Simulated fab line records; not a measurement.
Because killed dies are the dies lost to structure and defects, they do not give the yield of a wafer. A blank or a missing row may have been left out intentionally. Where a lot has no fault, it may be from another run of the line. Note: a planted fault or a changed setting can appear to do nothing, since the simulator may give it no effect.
Chamber matching + flow sky130 + SKY_FIELD_ISO_CMP_27 on cmp-02 has 4 sister chambers
The step polishes, stops on Si3N4, t overpolish 16 s, target thk 457.8 nm. 4 wafers are shown with their chamber, then 12 later ones without.

EACH WAFER AND ITS CHAMBER
| wafer  | chamber | motorCurrentA (A) |
|--------|---------|-------------------|
| L086.6 | 1       | 13.4              |
| L087.2 | 3       | 12.0              |
| L087.4 | 0       | 11.2              |
| L087.6 | 2       | 12.5              |

WAFERS WHOSE CHAMBER IS MISSING
| wafer  | motorCurrentA (A) |
|--------|-------------------|
| L089.1 | 12.9              |
| L089.4 | 13.7              |
| L089.5 | 14.3              |
| L090.1 | 11.7              |
| L090.2 | 12.5              |
| L090.4 | 11.9              |
| L095.1 | 12.7              |
| L095.2 | 11.4              |
| L095.5 | 13.9              |
| L097.1 | 11.6              |
| L097.4 | 12.9              |
| L097.6 | 13.6              |

EACH ONE'S CHAMBER
| wafer  | from the rows above          | in truth |
|--------|------------------------------|----------|
| L089.1 | can't be placed: 2 or 1 or 3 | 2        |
| L089.4 | 1                            | 1        |
| L089.5 | 1                            | 1        |
| L090.1 | can't be placed: 3 or 0 or 2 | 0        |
| L090.2 | can't be placed: 2 or 3      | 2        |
| L090.4 | can't be placed: 3 or 2 or 0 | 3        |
| L095.1 | can't be placed: 2 or 3 or 1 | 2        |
| L095.2 | can't be placed: 0 or 3      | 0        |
| L095.5 | 1                            | 1        |
| L097.1 | can't be placed: 0 or 3 or 2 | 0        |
| L097.4 | can't be placed: 2 or 1 or 3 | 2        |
| L097.6 | 1                            | 1        |
4 of 12 placed correctly. These rows do not allow placing 8 (true chamber among the candidates in 8). Wrongly placed: 0.
How it was worked out, from the rows above alone: a wafer's distance from a chamber is the root of the sum, over the readings, of the square of ((its reading less the chamber's mean) divided by the reading's scatter). The wafer belongs to the nearest chamber; if the next one is less than 2 further off, it can't be placed. A chamber's mean is the mean of its shown wafers. The scatter: root of mean squared gap, hidden wafer to nearest shown wafer, with one shown wafer a chamber.
